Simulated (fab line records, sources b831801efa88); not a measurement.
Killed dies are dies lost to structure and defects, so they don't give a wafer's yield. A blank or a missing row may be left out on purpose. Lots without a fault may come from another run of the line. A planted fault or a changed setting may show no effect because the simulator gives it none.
Chamber matching | flow sky130 | SKY_CONTACT_ETCH_16 on rie_diel-04: 4 sister chambers
The step etches BARC in N2/H2, stops on SiO2, time 45.9 s, target depth 60 nm. 7 wafers are shown with their chamber, then 7 later ones without.

WAFERS WITH THEIR CHAMBER
wafer  | chamber | drypump_motor_current_A (A) | throttle_valve_pct (%)
L075.1 | 0       | 4.8                         | 13.226
L075.4 | 3       | 5.3                         | 13.233
L081.4 | 0       | 4.9                         | 13.218
L087.5 | 1       | 5.6                         | 13.230
L087.6 | 2       | 6.4                         | 13.226
L088.1 | 2       | 6.4                         | 13.232
L088.2 | 1       | 5.6                         | 13.228

WAFERS WITHOUT THEIR CHAMBER
wafer  | drypump_motor_current_A (A) | throttle_valve_pct (%)
L088.4 | 5.2                         | 13.226
L091.1 | 5.6                         | 13.217
L091.3 | 4.9                         | 13.220
L091.5 | 5.6                         | 13.224
L092.2 | 6.4                         | 13.231
L092.4 | 4.8                         | 13.233
L092.5 | 4.9                         | 13.218

WHICH CHAMBER EACH WENT THROUGH
wafer  | from the rows above | in truth
L088.4 | 3                   | 3
L091.1 | 1                   | 1
L091.3 | 0                   | 0
L091.5 | 1                   | 1
L092.2 | 2                   | 2
L092.4 | 0                   | 0
L092.5 | 0                   | 0
Placed correctly: 7 of 7. Can't be placed from these rows: 0. Placed wrongly: 0.
How it was worked out, from the rows above alone: a wafer's distance from a chamber is the root of the sum, over the readings, of the square of ((its reading less the chamber's mean) divided by the reading's scatter). The wafer belongs to the nearest chamber; if the next one is less than 2 further off, it can't be placed. A chamber's mean is the mean of its shown wafers. The scatter: the root of (the sum of the squares of (reading less its chamber's mean) over the shown wafers, divided by (wafers less chambers)).
